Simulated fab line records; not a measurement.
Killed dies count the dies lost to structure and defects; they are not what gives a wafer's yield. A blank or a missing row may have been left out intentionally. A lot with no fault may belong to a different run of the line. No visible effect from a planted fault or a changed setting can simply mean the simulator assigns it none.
Chamber matching    flow gf180mcu    GF_CONTACT_CMP_04 on cmp-01 has 4 sister chambers
The step polishes SiO2. 7 wafers are shown with their chamber, then 8 later ones without.

## WAFERS, EACH WITH ITS CHAMBER
wafer   chamber  motor-current-A (A)  time-to-endpoint-s (s)
L220.2  1        13.1                 113
L223.2  2        13.2                 104
L223.5  0        12.0                 117
L224.3  2        12.5                 98
L224.5  0        11.9                 111
L224.6  3        12.4                 114
L233.1  3        12.0                 106

## WAFERS WHOSE CHAMBER IS MISSING
wafer   motor-current-A (A)  time-to-endpoint-s (s)
L233.2  11.9                 113
L233.5  12.6                 112
L235.1  12.4                 100
L235.3  13.1                 113
L235.4  13.3                 115
L236.2  11.5                 110
L236.4  12.5                 118
L236.6  13.5                 112

## WHICH CHAMBER EACH WENT THROUGH
wafer    from the rows above                 in truth
L233.2   can't be placed: 0 or 3             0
L233.5   can't be placed: 3 or 1 or 0 or 2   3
L235.1   can't be placed: 2 or 3 or 0        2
L235.3   1                                   1
L235.4   1                                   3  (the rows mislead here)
L236.2   can't be placed: 0 or 3             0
L236.4   can't be placed: 0 or 3 or 1 or 2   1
L236.6   can't be placed: 1 or 2             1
Correctly placed: 1 of 8. From these rows, 6 cannot be placed; in 6 the true chamber is one of the candidates. 1 placed wrongly.
How it was worked out, from the rows above alone: a wafer's distance from a chamber is the root of the sum, over the readings, of the square of ((its reading less the chamber's mean) divided by the reading's scatter). If the next closest chamber is less than 2 further off than the closest, the wafer can't be placed; otherwise it belongs to the closest. Each chamber's mean is taken over the wafers shown for it. The scatter: the root of (the sum of the squares of (reading less its chamber's mean) over the shown wafers, divided by (wafers less chambers)).
